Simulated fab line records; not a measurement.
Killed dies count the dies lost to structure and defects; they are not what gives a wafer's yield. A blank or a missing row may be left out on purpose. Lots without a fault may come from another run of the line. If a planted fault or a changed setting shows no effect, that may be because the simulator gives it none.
Which of the tools did it? :: flow gf180mcu :: 14 lots, 42 wafers sampled, at 5 steps of a route of 602

== WHAT THE GAUGES READ, wafer by wafer ==
GF_HV_LDD_CD_MEAS_46 targets a cd of 400 nm. Usual: cd nm 400.1 nm, standard deviation 2.1.
lot: L330
measured: day 12 04:28
on: cd sem-02
cd nm (nm): 401.4 400.4 402.3
flag: 

lot: L331
measured: day 12 18:09
on: cd sem-01
cd nm (nm): 398.7 397.7 398.2
flag: 

lot: L333
measured: day 13 07:34
on: cd sem-01
cd nm (nm): 401.4 401.4 400.7
flag: 

lot: L334
measured: day 14 00:08
on: cd sem-01
cd nm (nm): 398.2 400.6 398.2
flag: 

lot: L335
measured: day 14 07:00
on: cd sem-01
cd nm (nm): 400.6 399.5 402.1
flag: 

lot: L337
measured: day 15 01:03
on: cd sem-02
cd nm (nm): 399.1 399.4 397.5
flag: 

lot: L338
measured: day 15 04:07
on: cd sem-02
cd nm (nm): 401.8 399.5 400.6
flag: 

lot: L339
measured: day 15 10:18
on: cd sem-01
cd nm (nm): 399.7 400.7 399.8
flag: 

lot: L348
measured: day 18 12:06
on: cd sem-01
cd nm (nm): 402.3 403.0 401.0
flag: 

lot: L349
measured: day 18 21:10
on: cd sem-02
cd nm (nm): 406.7 404.9 403.2
flag: 

lot: L350
measured: day 19 03:22
on: cd sem-02
cd nm (nm): 400.7 401.6 403.3
flag: 

lot: L351
measured: day 19 11:08
on: cd sem-01
cd nm (nm): 399.6 400.1 399.5
flag: 

lot: L352
measured: day 19 15:07
on: cd sem-02
cd nm (nm): 399.6 398.3 398.5
flag: 

lot: L353
measured: day 20 01:54
on: cd sem-02
cd nm (nm): 398.2 398.3 398.7
flag: 

GF_PSD_TW_MEAS_11. Usual: PSD_TW 3173, standard deviation 17.
lot: L330
measured: day 13 23:20
on: film metro-01
PSD_TW: 3196 3198 3199
flag: 

lot: L331
measured: day 14 15:54
on: film metro-03
PSD_TW: 3178 3197 3167
flag: 

lot: L333
measured: day 15 04:16
on: film metro-03
PSD_TW: 3155 3151 3164
flag: 

lot: L334
measured: day 15 22:26
on: film metro-02
PSD_TW: 3188 3170 3181
flag: 

lot: L335
measured: day 16 06:38
on: film metro-01
PSD_TW: 3217 3195 3202
flag: 

lot: L337
measured: day 17 01:21
on: film metro-03
PSD_TW: 3153 3161 3149
flag: 

lot: L338
measured: day 17 03:58
on: film metro-03
PSD_TW: 30 30 30
flag: OFF

lot: L339
measured: day 17 11:20
on: film metro-03
PSD_TW: 30 30 30
flag: OFF

lot: L348
measured: day 20 16:17
on: film metro-02
PSD_TW: 3158 3160 3166
flag: 

lot: L349
measured: day 21 01:30
on: film metro-02
PSD_TW: 3183 3180 3185
flag: 

lot: L350
measured: day 21 07:47
on: film metro-02
PSD_TW: 3198 3193 3189
flag: 

lot: L351
measured: day 21 16:16
on: film metro-01
PSD_TW: 3190 3201 3187
flag: 

lot: L352
measured: day 21 19:46
on: film metro-01
PSD_TW: 3176 3183 3188
flag: 

lot: L353
measured: day 22 04:28
on: film metro-03
PSD_TW: 3185 3178 3181
flag: 

GF_SAB_THK_MEAS_01. Usual: SAB_CVD_00_THK 50.0 nm, standard deviation 0.67.
lot: L330
measured: day 13 23:47
on: film metro-01
SAB_CVD_00_THK (nm): 49.6 50.1 51.0
flag: 

lot: L331
measured: day 14 16:22
on: film metro-01
SAB_CVD_00_THK (nm): 49.6 50.1 49.7
flag: 

lot: L333
measured: day 15 04:43
on: film metro-02
SAB_CVD_00_THK (nm): 50.0 49.2 50.7
flag: 

lot: L334
measured: day 15 22:54
on: film metro-04
SAB_CVD_00_THK (nm): 48.6 49.9 50.6
flag: 

lot: L335
measured: day 16 07:05
on: film metro-01
SAB_CVD_00_THK (nm): 49.1 50.2 49.9
flag: 

lot: L337
measured: day 17 01:49
on: film metro-02
SAB_CVD_00_THK (nm): 49.8 50.1 51.1
flag: 

lot: L338
measured: day 17 04:31
on: film metro-02
SAB_CVD_00_THK (nm): 50.1 49.5 50.2
flag: 

lot: L339
measured: day 17 11:47
on: film metro-01
SAB_CVD_00_THK (nm): 48.9 49.6 50.1
flag: 

lot: L348
measured: day 20 16:49
on: film metro-01
SAB_CVD_00_THK (nm): 48.8 49.7 50.5
flag: 

lot: L349
measured: day 21 01:57
on: film metro-04
SAB_CVD_00_THK (nm): 50.4 51.6 51.4
flag: 

lot: L350
measured: day 21 08:14
on: film metro-04
SAB_CVD_00_THK (nm): 49.8 50.5 50.6
flag: 

lot: L351
measured: day 21 16:43
on: film metro-02
SAB_CVD_00_THK (nm): 49.3 49.2 49.4
flag: 

lot: L352
measured: day 21 20:14
on: film metro-04
SAB_CVD_00_THK (nm): 49.6 50.3 51.0
flag: 

lot: L353
measured: day 22 04:58
on: film metro-04
SAB_CVD_00_THK (nm): 50.0 49.8 50.6
flag: 

== WHAT TOOL EACH LOT RAN ON (gives the tool, then ch and the chambers of the sampled wafers, and finally the start) ==
lot: L330
GF_NSD_STRIP_11: plasma asher-03 ch 0,1, day 13 02:54
GF_PSD_STRIP_10: plasma asher-02 ch 0,1, day 13 23:15

lot: L331
GF_NSD_STRIP_11: plasma asher-04 ch 0,1, day 13 19:28
GF_PSD_STRIP_10: plasma asher-02 ch 0,1, day 14 15:49

lot: L333
GF_NSD_STRIP_11: plasma asher-03 ch 0,1, day 14 07:10
GF_PSD_STRIP_10: plasma asher-03 ch 0,1, day 15 04:10

lot: L334
GF_NSD_STRIP_11: plasma asher-03 ch 0,1, day 15 00:25
GF_PSD_STRIP_10: plasma asher-02 ch 0,1, day 15 22:20

lot: L335
GF_NSD_STRIP_11: plasma asher-03 ch 0,1, day 15 08:22
GF_PSD_STRIP_10: plasma asher-03 ch 0,1, day 16 06:32

lot: L337
GF_NSD_STRIP_11: plasma asher-04 ch 0,1, day 16 02:52
GF_PSD_STRIP_10: plasma asher-01 ch 0,1, day 17 01:16

lot: L338
GF_NSD_STRIP_11: plasma asher-04 ch 0,1, day 16 05:20
GF_PSD_STRIP_10: plasma asher-03 ch 0,1, day 17 03:52

lot: L339
GF_NSD_STRIP_11: plasma asher-03 ch 0,1, day 16 13:11
GF_PSD_STRIP_10: plasma asher-01 ch 0,1, day 17 11:14

lot: L348
GF_NSD_STRIP_11: plasma asher-03 ch 0,1, day 19 16:01
GF_PSD_STRIP_10: plasma asher-03 ch 0,1, day 20 16:11

lot: L349
GF_NSD_STRIP_11: plasma asher-02 ch 0,1, day 20 00:36
GF_PSD_STRIP_10: plasma asher-02 ch 0,1, day 21 01:25

lot: L350
GF_NSD_STRIP_11: plasma asher-04 ch 0,1, day 20 07:13
GF_PSD_STRIP_10: plasma asher-03 ch 0,1, day 21 07:41

lot: L351
GF_NSD_STRIP_11: plasma asher-03 ch 0,1, day 20 15:10
GF_PSD_STRIP_10: plasma asher-02 ch 0,1, day 21 16:10

lot: L352
GF_NSD_STRIP_11: plasma asher-04 ch 0,1, day 20 18:52
GF_PSD_STRIP_10: plasma asher-03 ch 0,1, day 21 19:40

lot: L353
GF_NSD_STRIP_11: plasma asher-03 ch 0,1, day 21 04:50
GF_PSD_STRIP_10: plasma asher-01 ch 0,1, day 22 04:22
- GF_NSD_STRIP_11: strips in O2/N2.
- GF_PSD_STRIP_10: strips in O2/N2.

== WHAT THE TOOLS THEMSELVES READ (means of the sampled wafers that have a number; where no wafer has one, the mark that the record gives instead) ==
GF_NSD_STRIP_11. Usual: chamber pressure mTorr 1499.9 mTorr, standard deviation 1.4; drypump motor current A 5.4 A, standard deviation 0.41; heater power w 323 W, standard deviation 27; n2 flow sccm 300.0 sccm, standard deviation 0.98; oes product au 0.487 a.u., standard deviation 0.0048; strip time to endpoint s 22.95 s, standard deviation 0.038.
lot: L330
tool: plasma asher-03
chamber pressure mTorr (mTorr): 1499.5
drypump motor current A (A): 5.6
heater power w (W): 295
n2 flow sccm (sccm): 299.0
oes product au (a.u.): 0.488
strip time to endpoint s (s): 22.94
flag: 

lot: L331
tool: plasma asher-04
chamber pressure mTorr (mTorr): 1498.8
drypump motor current A (A): 5.3
heater power w (W): 339
n2 flow sccm (sccm): 300.2
oes product au (a.u.): 0.490
strip time to endpoint s (s): 22.90
flag: 

lot: L333
tool: plasma asher-03
chamber pressure mTorr (mTorr): 1499.7
drypump motor current A (A): 5.6
heater power w (W): 297
n2 flow sccm (sccm): 299.5
oes product au (a.u.): 0.490
strip time to endpoint s (s): 22.94
flag: 

lot: L334
tool: plasma asher-03
chamber pressure mTorr (mTorr): 1499.0
drypump motor current A (A): 5.2
heater power w (W): 317
n2 flow sccm (sccm): 298.4
oes product au (a.u.): 0.484
strip time to endpoint s (s): 22.88
flag: 

lot: L335
tool: plasma asher-03
chamber pressure mTorr (mTorr): 1500.8
drypump motor current A (A): 5.6
heater power w (W): 299
n2 flow sccm (sccm): 300.5
oes product au (a.u.): 0.487
strip time to endpoint s (s): 22.93
flag: 

lot: L337
tool: plasma asher-04
chamber pressure mTorr (mTorr): 1499.3
drypump motor current A (A): 5.1
heater power w (W): 332
n2 flow sccm (sccm): 299.8
oes product au (a.u.): 0.489
strip time to endpoint s (s): 22.92
flag: 

lot: L338
tool: plasma asher-04
chamber pressure mTorr (mTorr): -
drypump motor current A (A): -
heater power w (W): -
n2 flow sccm (sccm): -
oes product au (a.u.): -
strip time to endpoint s (s): -
flag: OFF

lot: L339
tool: plasma asher-03
chamber pressure mTorr (mTorr): -
drypump motor current A (A): -
heater power w (W): -
n2 flow sccm (sccm): -
oes product au (a.u.): -
strip time to endpoint s (s): -
flag: OFF

lot: L348
tool: plasma asher-03
chamber pressure mTorr (mTorr): 1500.6
drypump motor current A (A): 5.6
heater power w (W): 298
n2 flow sccm (sccm): 299.5
oes product au (a.u.): 0.488
strip time to endpoint s (s): 22.95
flag: 

lot: L349
tool: plasma asher-02
chamber pressure mTorr (mTorr): 1500.3
drypump motor current A (A): 5.8
heater power w (W): 334
n2 flow sccm (sccm): 300.1
oes product au (a.u.): 0.486
strip time to endpoint s (s): 22.93
flag: 

lot: L350
tool: plasma asher-04
chamber pressure mTorr (mTorr): 1499.1
drypump motor current A (A): 5.1
heater power w (W): 333
n2 flow sccm (sccm): 300.3
oes product au (a.u.): 0.483
strip time to endpoint s (s): 22.98
flag: 

lot: L351
tool: plasma asher-03
chamber pressure mTorr (mTorr): 1501.1
drypump motor current A (A): 5.2
heater power w (W): 321
n2 flow sccm (sccm): 299.1
oes product au (a.u.): 0.485
strip time to endpoint s (s): 22.93
flag: 

lot: L352
tool: plasma asher-04
chamber pressure mTorr (mTorr): 1499.1
drypump motor current A (A): 5.2
heater power w (W): 341
n2 flow sccm (sccm): 299.4
oes product au (a.u.): 0.488
strip time to endpoint s (s): 22.89
flag: 

lot: L353
tool: plasma asher-03
chamber pressure mTorr (mTorr): 1500.5
drypump motor current A (A): 5.6
heater power w (W): 299
n2 flow sccm (sccm): 300.4
oes product au (a.u.): 0.487
strip time to endpoint s (s): 22.95
flag: 

GF_PSD_STRIP_10. Usual: chamber pressure mTorr 1500.2 mTorr, standard deviation 1.4; drypump motor current A 5.6 A, standard deviation 0.42; heater power w 318 W, standard deviation 28; n2 flow sccm 299.9 sccm, standard deviation 0.94; oes product au 0.592 a.u., standard deviation 0.0043; strip time to endpoint s 16.54 s, standard deviation 0.031.
lot: L330
tool: plasma asher-02
chamber pressure mTorr (mTorr): 1499.6
drypump motor current A (A): 5.7
heater power w (W): 322
n2 flow sccm (sccm): 298.7
oes product au (a.u.): 0.592
strip time to endpoint s (s): 16.55
flag: 

lot: L331
tool: plasma asher-02
chamber pressure mTorr (mTorr): 1499.0
drypump motor current A (A): 5.8
heater power w (W): 335
n2 flow sccm (sccm): 299.6
oes product au (a.u.): 0.592
strip time to endpoint s (s): 16.50
flag: 

lot: L333
tool: plasma asher-03
chamber pressure mTorr (mTorr): 1502.2
drypump motor current A (A): 5.2
heater power w (W): 318
n2 flow sccm (sccm): 298.9
oes product au (a.u.): 0.591
strip time to endpoint s (s): 16.53
flag: 

lot: L334
tool: plasma asher-02
chamber pressure mTorr (mTorr): 1500.6
drypump motor current A (A): 5.7
heater power w (W): 320
n2 flow sccm (sccm): 300.8
oes product au (a.u.): 0.589
strip time to endpoint s (s): 16.49
flag: 

lot: L335
tool: plasma asher-03
chamber pressure mTorr (mTorr): 1498.5
drypump motor current A (A): 5.6
heater power w (W): 297
n2 flow sccm (sccm): 299.9
oes product au (a.u.): 0.592
strip time to endpoint s (s): 16.55
flag: 

lot: L337
tool: plasma asher-01
chamber pressure mTorr (mTorr): 1500.8
drypump motor current A (A): 5.8
heater power w (W): 318
n2 flow sccm (sccm): 300.5
oes product au (a.u.): 0.591
strip time to endpoint s (s): 16.52
flag: 

lot: L338
tool: plasma asher-03
chamber pressure mTorr (mTorr): 1501.1
drypump motor current A (A): 5.6
heater power w (W): 301
n2 flow sccm (sccm): 300.3
oes product au (a.u.): 0.655
strip time to endpoint s (s): 31.48
flag: OFF

lot: L339
tool: plasma asher-01
chamber pressure mTorr (mTorr): 1499.1
drypump motor current A (A): 5.8
heater power w (W): 319
n2 flow sccm (sccm): 299.3
oes product au (a.u.): 0.655
strip time to endpoint s (s): 31.50
flag: OFF

lot: L348
tool: plasma asher-03
chamber pressure mTorr (mTorr): 1500.3
drypump motor current A (A): 5.3
heater power w (W): 312
n2 flow sccm (sccm): 299.7
oes product au (a.u.): 0.592
strip time to endpoint s (s): 16.54
flag: 

lot: L349
tool: plasma asher-02
chamber pressure mTorr (mTorr): 1500.7
drypump motor current A (A): 5.8
heater power w (W): 333
n2 flow sccm (sccm): 299.5
oes product au (a.u.): 0.590
strip time to endpoint s (s): 16.50
flag: 

lot: L350
tool: plasma asher-03
chamber pressure mTorr (mTorr): 1499.9
drypump motor current A (A): 5.6
heater power w (W): 296
n2 flow sccm (sccm): 300.6
oes product au (a.u.): 0.596
strip time to endpoint s (s): 16.51
flag: 

lot: L351
tool: plasma asher-02
chamber pressure mTorr (mTorr): 1501.3
drypump motor current A (A): 5.8
heater power w (W): 336
n2 flow sccm (sccm): 300.6
oes product au (a.u.): 0.592
strip time to endpoint s (s): 16.51
flag: 

lot: L352
tool: plasma asher-03
chamber pressure mTorr (mTorr): 1499.7
drypump motor current A (A): 5.3
heater power w (W): 316
n2 flow sccm (sccm): 299.5
oes product au (a.u.): 0.590
strip time to endpoint s (s): 16.60
flag: 

lot: L353
tool: plasma asher-01
chamber pressure mTorr (mTorr): 1502.5
drypump motor current A (A): 5.8
heater power w (W): 307
n2 flow sccm (sccm): 299.8
oes product au (a.u.): 0.591
strip time to endpoint s (s): 16.53
flag: 

== THE ANSWER, worked out from the rows above alone ==
Rule: a lot is off if the mean of its wafers that have a number lies more than 3 standard deviations from the usual mean. A lot without any number at a reading at which 4 lots or more have one is off too. All remaining lots with rows at the step are treated as sound. First the gauges in route order, then the tools' own readings, where a lot's mean is used as printed above. At the first step where some lot is off, the reading lying furthest off is the one used; lots without a number count as furthest.
Off: at GF_PSD_TW_MEAS_11 (PSD_TW), L338, L339.
A tool fits if, at a process step before that reading, it ran every lot that is off, and no sound lot after the first of them. Not tried: the gauges at GF_PSD_TW_MEAS_11; whatever is off there is also off at GF_NSD_STRIP_11, on other tools, and gauge error can't account for it. No candidate that was tried fits.

== WHAT HAD BEEN PUT IN BY THE SIMULATOR ==
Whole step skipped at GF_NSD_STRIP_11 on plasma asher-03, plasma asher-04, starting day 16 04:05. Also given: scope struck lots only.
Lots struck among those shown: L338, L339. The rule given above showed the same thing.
